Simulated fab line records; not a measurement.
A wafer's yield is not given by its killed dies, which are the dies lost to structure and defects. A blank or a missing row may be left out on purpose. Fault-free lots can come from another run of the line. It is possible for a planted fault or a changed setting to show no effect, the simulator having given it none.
A struck lot beside a sound one | flow sky130 | 43 steps out of a route of 708
Sound: these wafers, L714.2, L714.4, L714.5. Struck: wafers L721.4, L721.5, L721.6. The cause comes at the end.
Order at every step that has rows: each side's tool, ch and its chambers, its first start. Under that, the readings that differ: sound wafers | struck wafers | difference of the means | sigmas: that difference in standard deviations of wafers without a fault.
alike: readings whose means differ by less than 2 such deviations, and words and numbers that are the same on both sides. not compared: withheld readings, readings that some wafer has no value for, bounds like >300 that may hide the same value, and numbers for which the record gives no deviation and whose values overlap.
Wherever a step has rows on one side only, a row that says differs or no value, or a row with sigmas, the two part there. When numbers do not overlap yet have no deviation, they are printed without sigmas and do not part them. A reading missing from all wafers of one side parts the sides only when that side holds two or more wafers.

first, 5 steps without rows for these wafers: SKY_SONOS_ONO_COAT_08 (resist thk 1140 nm); SKY_SONOS_ONO_SOFTBAKE_09 (time 60 s); SKY_SONOS_ONO_EXPOSE_10 (exposes mask ONOM, target cd 410 nm); SKY_SONOS_ONO_PEB_11; SKY_SONOS_ONO_DEVELOP_12 (develop time 60 s).
SKY_SONOS_ONO_CD_MEAS_13 targets a cd of 410 nm.
  sound: cd sem-01 at day 14 02:24; struck: cd sem-02 at day 16 21:26
  alike: cd nm
SKY_SONOS_ONO_OVL_MEAS_14:
  sound: overlay-02 at day 14 02:31; struck: overlay-01 at day 16 21:31
  alike: SONOS_ONO_OVL
SKY_SONOS_ONO_ETCH_15: etches the open film in CHF3/O2, target depth 19.52 nm, time 7.8 s.
  sound on rie diel-03 ch 1,3, day 14 02:32; struck on rie diel-04 ch 1,2,3, day 16 21:32
  alike: drypump motor current A, oes product au, throttle valve pct
  not compared: rf hours counter h
then, 1 step without rows for these wafers: SKY_SONOS_ONO_WET_ETCH_16 (etches SiO2 in dHF, target depth 14 nm, time 280 s).
SKY_SONOS_ONO_STRIP_17: strips in O2/N2.
  sound on plasma asher-04 ch 0,1, day 14 02:39; struck on plasma asher-04 ch 0,1, day 16 21:43
  alike: drypump motor current A, oes product au, strip time to endpoint s
  not compared: rf hours counter h
then, 2 steps without rows for these wafers: SKY_SONOS_ONO_WET_ETCH_18 (etches Si3N4 in H3PO4, target depth 15 nm, time 172 s); SKY_GATE_OXIDE_CLEAN_00 (cleans in SC1/SC2, time 150 s).
SKY_GATE_OXIDE_OXIDATION_01: stabilise 600 s, purge 300 s, target thk 10.268 nm.
  sound on furnace-02 ch 0, day 14 02:51; struck on furnace-01 ch 0, day 16 22:52
  alike: tube_center_temp_C_max
SKY_GATE_OXIDE_THK_MEAS_02:
  sound: film metro-03 at day 14 04:16; struck: film metro-02 at day 17 00:18
  alike: GATE_OXIDE_OXIDATION_00_THK
then, 7 steps without rows for these wafers: SKY_GATE_OXIDE_DEHYDRATE_03 (time 60 s); SKY_GATE_OXIDE_HMDS_04 (prime time 60 s); SKY_GATE_OXIDE_COAT_05 (resist thk 1140 nm); SKY_GATE_OXIDE_SOFTBAKE_06 (time 60 s); SKY_GATE_OXIDE_EXPOSE_07 (exposes mask LVOM, target cd 600 nm); SKY_GATE_OXIDE_PEB_08; SKY_GATE_OXIDE_DEVELOP_09 (develop time 60 s).
SKY_GATE_OXIDE_OVL_MEAS_10:
  sound: overlay-02 at day 15 06:36; struck: overlay-02 at day 18 05:16
  alike: GATE_OXIDE_OVL
then, 2 steps without rows for these wafers: SKY_GATE_OXIDE_IMPLANT_11; SKY_GATE_OXIDE_WET_ETCH_12 (etches SiO2 in dHF, target depth 16.8 nm, time 336 s).
SKY_GATE_OXIDE_STRIP_13: strips in O2/N2.
  sound on plasma asher-01 ch 0, day 15 06:53; struck on plasma asher-03 ch 0,1, day 18 05:34
  alike: drypump motor current A, oes product au, strip time to endpoint s
  not compared: rf hours counter h
SKY_GATE_OXIDE_TW_MEAS_14:
  sound: film metro-02 at day 15 06:59; struck: film metro-04 at day 18 05:40
  alike: GATE_OXIDE_TW
then, 3 steps without rows for these wafers: SKY_GATE_OXIDE_CLEAN_15 (cleans in SC1/SC2, time 150 s); SKY_GATE_OXIDE_OXIDATION_16 (stabilise 600 s, purge 300 s, target thk 3.57 nm); SKY_POLY_GATE_CVD_00 (deposits poly-Si, target thk 180 nm, time 720 s).
SKY_POLY_GATE_THK_MEAS_01:
  sound: film metro-02 at day 15 10:23; struck: film metro-03 at day 18 09:26
  reading                   | sound             | struck            | difference | sigmas
  POLY_GATE_CVD_00_THK (nm) | 175.4 176.5 175.9 | 179.8 179.8 180.1 | +4.0       | +2
then, 8 steps without rows for these wafers: SKY_RES_PROTECT_DEHYDRATE_00 (time 60 s); SKY_RES_PROTECT_HMDS_01 (prime time 60 s); SKY_RES_PROTECT_COAT_02 (resist thk 1140 nm); SKY_RES_PROTECT_SOFTBAKE_03 (time 60 s); SKY_RES_PROTECT_EXPOSE_04 (exposes mask RPM, target cd 1270 nm); SKY_RES_PROTECT_PEB_05; SKY_RES_PROTECT_DEVELOP_06 (develop time 60 s); SKY_POLY_GATE_IMPLANT_02.
SKY_RES_PROTECT_STRIP_07: strips in O2/N2.
  sound on plasma asher-04 ch 0,1, day 16 14:17; struck on plasma asher-01 ch 0,1, day 19 15:10
  reading                     | sound       | struck      | difference | sigmas
  drypump motor current A (A) | 4.7 4.7 5.4 | 5.7 5.7 5.9 | +0.8       | +3
  alike: oes product au, strip time to endpoint s
  not compared: rf hours counter h
SKY_RES_PROTECT_TW_MEAS_08:
  sound: film metro-01 at day 16 14:23; struck: film metro-04 at day 19 15:16
  reading      | sound          | struck         | difference | sigmas
  POLY_GATE_TW | 4010 4009 3994 | 4118 4104 4097 | +102       | +3
then, 2 steps without rows for these wafers: SKY_RES_PROTECT_CLEAN_09 (cleans in SC1/SC2, time 150 s); SKY_POLY_GATE_CVD_03 (deposits Si3N4 from DCS/NH3, target thk 75 nm, time 1290 s).
-- here the record skips 29 days between the struck wafers' starts before and after, leaving off in module POLY_GATE and picking up in module PAD_OPEN (first step shown: number 708 of the route) --
SKY_PAD_OPEN_PROBE_99:
  sound: prober-02 at day 46 22:02; struck: prober-01 at day 49 01:25
  reading             | sound    | struck      | difference | sigmas
  killed at front end | 17 20 20 | 92 103 96   | +78        | +20
  killed dies         | 82 96 85 | 169 171 155 | +77        | +8
  killed on rim       | 14 21 10 | 31 27 24    | +12        | +3
  alike: killed_at_M0_to_M3, killed_at_M4_up, killed at contacts, killed at other, killed open, killed short

WHERE THEY PART
Earliest at SKY_POLY_GATE_THK_MEAS_01; latest, in this record, at SKY_PAD_OPEN_PROBE_99.

WHY: the cause the simulator had injected
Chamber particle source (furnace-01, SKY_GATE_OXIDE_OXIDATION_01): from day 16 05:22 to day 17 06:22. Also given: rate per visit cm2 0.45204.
